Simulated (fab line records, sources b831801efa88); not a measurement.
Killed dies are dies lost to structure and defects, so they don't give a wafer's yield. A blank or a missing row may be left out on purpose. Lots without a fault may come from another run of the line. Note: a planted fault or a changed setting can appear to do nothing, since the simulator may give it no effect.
Matching of chambers -- flow gf180mcu -- GF_V2_CMP_04 on cmp-01 has 4 sister chambers
The step polishes SiO2. 18 wafers are shown with their chamber, then 9 later ones without.

WAFERS PAIRED WITH THEIR CHAMBERS
wafer,chamber,motor current A (A),time to endpoint s (s),retaining ring pressure frac
L264.3,2,11.7,80,0.995
L264.5,2,11.7,87,0.996
L264.6,1,12.0,78,0.990
L266.1,0,13.5,74,0.990
L266.2,2,11.3,79,0.999
L266.5,2,11.7,85,1.000
L267.2,1,11.4,77,1.007
L267.5,1,11.7,85,0.997
L267.6,2,11.0,84,0.999
L269.1,2,10.7,85,1.004
L269.4,3,11.6,90,1.001
L269.5,2,11.7,98,1.004
L270.2,1,12.2,82,0.990
L270.4,3,11.9,87,1.005
L270.6,1,11.6,89,0.998
L271.1,2,11.3,85,1.012
L271.4,3,11.8,85,0.999
L271.6,1,11.7,82,0.996

SIGNATURES (means of the wafers above)
reading,chamber 0,chamber 1,chamber 2,chamber 3,scatter within a chamber
motor current A,13.500,11.767,11.387,11.767,0.326
time to endpoint s,74.00,82.17,85.38,87.33,4.97
retaining ring pressure frac,0.99000,0.99633,1.00113,1.00167,0.00551
Rule: for a wafer and a chamber, the distance is found by dividing, reading by reading, the gap between the wafer's reading and the chamber's mean by the reading's scatter, squaring, summing and taking the root. If the next closest chamber is less than 2 further off than the closest, the wafer can't be placed; otherwise it belongs to the closest. The scatter: take each reading less its chamber's mean, square it, sum over the shown wafers, divide by the number of wafers less the number of chambers, and take the root.

WAFERS WHOSE CHAMBER IS MISSING
wafer,motor current A (A),time to endpoint s (s),retaining ring pressure frac
L278.2,10.9,78,0.997
L278.5,11.2,89,0.997
L278.6,12.0,82,1.004
L280.1,11.8,82,1.003
L280.3,11.1,86,0.997
L280.4,14.5,88,0.997
L281.1,11.1,90,1.001
L281.3,13.6,81,1.002
L281.6,11.4,89,0.991

CHAMBER TAKEN BY EACH
wafer,from the rows above,in truth
L278.2,can't be placed: 2 or 1 or 3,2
L278.5,can't be placed: 2 or 3 or 1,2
L278.6,can't be placed: 3 or 1 or 2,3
L280.1,can't be placed: 3 or 1 or 2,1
L280.3,can't be placed: 2 or 1 or 3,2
L280.4,0,0
L281.1,can't be placed: 2 or 3 or 1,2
L281.3,0,0
L281.6,can't be placed: 2 or 1 or 3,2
Placed correctly: 2 of 9. Not placeable from these rows: 7 (in 7, the candidates include the true chamber). 0 placed wrongly.
